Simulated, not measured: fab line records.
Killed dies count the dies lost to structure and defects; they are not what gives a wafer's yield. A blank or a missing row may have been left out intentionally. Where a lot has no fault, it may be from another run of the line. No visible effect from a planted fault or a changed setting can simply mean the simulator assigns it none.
Which of the tools did it?	flow sky130	11 lots, 33 wafers sampled, at 3 steps of a route of 708

== WHAT EACH GAUGE READ, for each wafer ==
SKY_CONTACT_THK_MEAS_03.
lot	measured	on	CONTACT_HDPCVD_THK (nm)
L731	day 31 04:50	filmMetro-03	569 562 558
L732	day 31 09:40	filmMetro-01	568 566 564
L735	day 32 05:29	filmMetro-02	565 565 572
L737	day 33 07:06	filmMetro-02	562 564 570
L739	day 33 23:56	filmMetro-03	566 559 563
L740	day 34 08:44	filmMetro-01	573 574 576
L741	day 34 10:36	filmMetro-02	497 495 497 496 496 496
L743	day 35 01:26	filmMetro-02	495 497 498 495 497 498
L750	day 36 23:36	filmMetro-03	559 569 559
L751	day 37 09:04	filmMetro-02	569 564 566
L752	day 37 15:01	filmMetro-02	564 569 562

== EACH LOT AND THE TOOL THAT RAN IT (in order: tool; ch and the chambers of the sampled wafers; start) ==
lot	SKY_LOCAL_INTERCONNECT_METAL_ETCH_14	SKY_CONTACT_HDPCVD_02
L731	rieMetal-04 ch 0,1, day 31 04:02	hdpcvd-01 ch 0,2, day 31 04:47
L732	rieMetal-03 ch 0,1, day 31 08:51	hdpcvd-01 ch 0,1, day 31 09:35
L735	rieMetal-02 ch 0,1, day 32 04:37	hdpcvd-01 ch 0,2, day 32 05:23
L737	rieMetal-02 ch 0,1, day 33 06:18	hdpcvd-01 ch 0,1,2, day 33 07:02
L739	rieMetal-04 ch 0,1, day 33 23:07	hdpcvd-02 ch 0,1,2, day 33 23:52
L740	rieMetal-03 ch 0,1, day 34 07:53	hdpcvd-01 ch 0,1,2, day 34 08:40
L741	rieMetal-02 ch 0,1, day 34 09:48	hdpcvd-01 ch 0,1, day 34 10:32
L743	rieMetal-04 ch 0,1, day 35 00:38	hdpcvd-01 ch 1,2, day 35 01:23
L750	rieMetal-02 ch 0,1, day 36 22:46	hdpcvd-02 ch 0,1,2, day 36 23:32
L751	rieMetal-03 ch 0, day 37 08:14	hdpcvd-01 ch 0,1,2, day 37 08:59
L752	rieMetal-04 ch 0,1, day 37 14:11	hdpcvd-02 ch 1,2, day 37 14:56
- SKY_LOCAL_INTERCONNECT_METAL_ETCH_14: etches TiN in Cl2/BCl3, stops on PSG, target depth 110 nm, time 31.4 s.
- SKY_CONTACT_HDPCVD_02: deposits SiO2, target thk 565 nm, time 94.2 s.

== THE ANSWER, worked out from the rows above alone ==
Rule: usual is defined by the lots themselves. The widest of any qualifying gaps counts: lots, ordered by their means at a reading, are off when they make up no more than a third of the lots, leave a main group of 4 or more, and stand apart from it by 3 or more times the standard deviation of that group's means. Not used: any main group whose means are identical at the precision the tables above print for the reading. A lot without any number at a reading at which 4 lots or more have one is off too. Where the step has rows for the other lots, those lots are counted as sound.
Off: L741, L743, at SKY_CONTACT_THK_MEAS_03 (CONTACT_HDPCVD_THK). The main group: mean 566 nm, standard deviation 3.4.
If a tool, at a process step before that reading, ran all the lots that are off and no sound lot after the first of them, it fits. The gauges at SKY_CONTACT_THK_MEAS_03 are tried like those tools. No candidate that was tried fits.

== WHAT HAD BEEN PUT IN BY THE SIMULATOR ==
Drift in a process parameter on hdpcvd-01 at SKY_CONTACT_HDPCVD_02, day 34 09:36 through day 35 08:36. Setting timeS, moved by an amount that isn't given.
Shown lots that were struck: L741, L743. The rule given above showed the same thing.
